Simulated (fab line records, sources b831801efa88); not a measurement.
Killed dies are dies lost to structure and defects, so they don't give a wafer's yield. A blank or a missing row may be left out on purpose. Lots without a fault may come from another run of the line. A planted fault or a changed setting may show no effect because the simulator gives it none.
One fault seen from 2 desks | flow sky130 | each desk has only its own numbers; what lay behind them comes last

THE TOOL OWNER'S DESK: litho_track-04
The tool's own readings at SKY_LDD_P_COAT_02 (resist thk 1140 nm): means of the sampled wafers that have a number, for each lot that ran on this tool. A lot is out of limits, marked OUT, if its mean lies more than 4 standard deviations from the usual mean; the brackets give that distance.
Columns: A = chill_plate_temp_C at SKY_LDD_P_COAT_02, usual 23.00 C; B = dispense_pressure_kPa at SKY_LDD_P_COAT_02, usual 49.0 kPa; C = exhaust_pa at SKY_LDD_P_COAT_02, usual 44.9 Pa
lot  | first seen here | A     | B    | C
L307 | day 18 01:04    | 23.10 | 49.6 | 43.9
L309 | day 19 06:55    | 23.07 | 49.5 | 45.6
L310 | day 19 18:11    | 22.99 | 49.5 | 44.6
L312 | day 20 09:35    | 22.89 | 49.5 | 45.1
L317 | day 22 14:38    | 22.89 | 49.5 | 45.5
L326 | day 25 14:32    | 23.15 | 49.5 | 45.0
L327 | day 25 23:25    | 22.96 | 49.5 | 44.9
This desk's finding: nothing out of limits on any of the 7 lots.

THE METROLOGY DESK
What the gauges read, lot by lot, whatever tool the lot ran on: means of the sampled wafers that have a number. A lot is out of limits, marked OUT, if its mean lies more than 4 standard deviations from the usual mean; the brackets give that distance.
Columns: A = cd_nm at SKY_LDD_P_CD_MEAS_07, usual 378.2 nm; B = LDD_HVP_TW at SKY_LDD_HVP_TW_MEAS_10, usual 459; C = LDD_LDN_TW at SKY_LDD_LDN_TW_MEAS_13, usual 1476; D = LI_CONTACT_BOW at SKY_LI_CONTACT_BOW_MEAS_03, usual 55 um; E = CONTACT_CVD_00_THK at SKY_CONTACT_THK_MEAS_01, usual 74.9 nm; F = CONTACT_BOW at SKY_CONTACT_BOW_MEAS_05, usual 80 um
lot  | first seen here | A     | B             | C               | D  | E    | F
L307 | day 18 15:58    | 378.1 | 458           | 1473            | 53 | 75.0 | 77
L309 | day 19 23:10    | 376.4 | 464           | 1477            | 56 | 75.2 | 81
L310 | day 20 10:23    | 380.3 | 459           | 1468            | 54 | 76.6 | 77
L311 | day 20 13:01    | 376.0 | 454           | 1467            | 49 | 74.8 | 74
L312 | day 21 00:53    | 377.5 | 457           | 1479            | 49 | 75.0 | 74
L314 | day 21 18:07    | 379.2 | 463           | 1470            | 51 | 74.7 | 75
L317 | day 23 05:53    | 377.0 | 467           | 1473            | 57 | 75.0 | 81
L316 | day 25 17:10    | -     | 702 (+50) OUT | 1511 (+4.7) OUT | 51 | 74.5 | 74
L318 | day 25 22:58    | -     | 700 (+49) OUT | 1493            | 65 | 74.6 | 88
L326 | day 26 05:38    | 381.0 | 455           | 1481            | 50 | 74.3 | 74
L327 | day 26 13:55    | 381.0 | 456           | 1484            | 53 | 74.1 | 79
L328 | day 26 14:13    | 379.8 | 465           | 1480            | 62 | 75.2 | 88
This desk's finding: out of limits on L316, L318; first on L316, day 25 17:10 (LDD_HVP_TW at SKY_LDD_HVP_TW_MEAS_10). In limits: L307, L309, L310, L311, L312, L314, L317, L326, L327, L328.

PUT TOGETHER
The metrology desk could have raised an alarm at day 25 17:10, on L316, L318.
The tool owner's desk saw nothing out of limits.
The tool owner's desk has no number on record for L316, L318.
Of the lots named, all ran SKY_LDD_P_COAT_02 on litho_track-04.

WHAT THE SIMULATOR HAD PUT IN
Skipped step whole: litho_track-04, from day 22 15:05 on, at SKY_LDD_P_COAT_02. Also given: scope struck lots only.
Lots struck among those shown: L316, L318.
Hours from the fault's start to each desk's first reading out of limits: the metrology desk, 74.
